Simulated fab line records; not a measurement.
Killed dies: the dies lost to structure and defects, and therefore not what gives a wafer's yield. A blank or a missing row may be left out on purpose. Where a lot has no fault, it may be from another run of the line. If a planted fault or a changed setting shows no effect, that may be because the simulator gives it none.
Matching of chambers    flow gf180mcu    4 sister chambers for GF_CONTACT_CMP_27 on cmp-02
The step polishes, stops on SiO2, t overpolish 15 s, target thk 0 nm. 8 wafers are shown with their chamber, then 10 later ones without.

== WAFERS WITH THEIR CHAMBER ==
wafer   chamber  motor current A (A)  time to endpoint s (s)
L238.3  2        14.8                 82
L238.6  3        13.2                 73
L241.5  2        14.4                 78
L241.6  3        13.8                 76
L240.3  0        13.2                 81
L240.6  1        8.6                  72
L244.1  1        8.5                  74
L244.2  0        12.9                 83

== WAFERS MISSING THEIR CHAMBER ==
wafer   motor current A (A)  time to endpoint s (s)
L244.4  14.1                 80
L245.1  12.9                 80
L245.2  8.7                  74
L245.4  13.7                 75
L252.1  12.9                 70
L252.3  8.9                  71
L252.6  7.9                  68
L255.1  12.7                 81
L255.2  8.6                  74
L255.4  13.8                 79

== EACH ONE'S CHAMBER ==
wafer   from the rows above           in truth
L244.4  can't be placed: 2 or 3       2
L245.1  0                             0
L245.2  1                             1
L245.4  3                             3
L252.1  3                             3
L252.3  1                             1
L252.6  1                             1
L255.1  0                             0
L255.2  1                             1
L255.4  can't be placed: 3 or 2 or 0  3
Placed correctly: 8 of 10. Can't be placed from these rows: 2 (the true chamber is among the candidates in 2). 0 placed wrongly.
How it was worked out, from the rows above alone: a wafer's distance from a chamber is the root of the sum, over the readings, of the square of ((its reading less the chamber's mean) divided by the reading's scatter). The wafer belongs to the nearest chamber; if the next one is less than 2 further off, it can't be placed. The mean given for a chamber averages the wafers shown for that chamber. The scatter: the root of (the sum of the squares of (reading less its chamber's mean) over the shown wafers, divided by (wafers less chambers)).
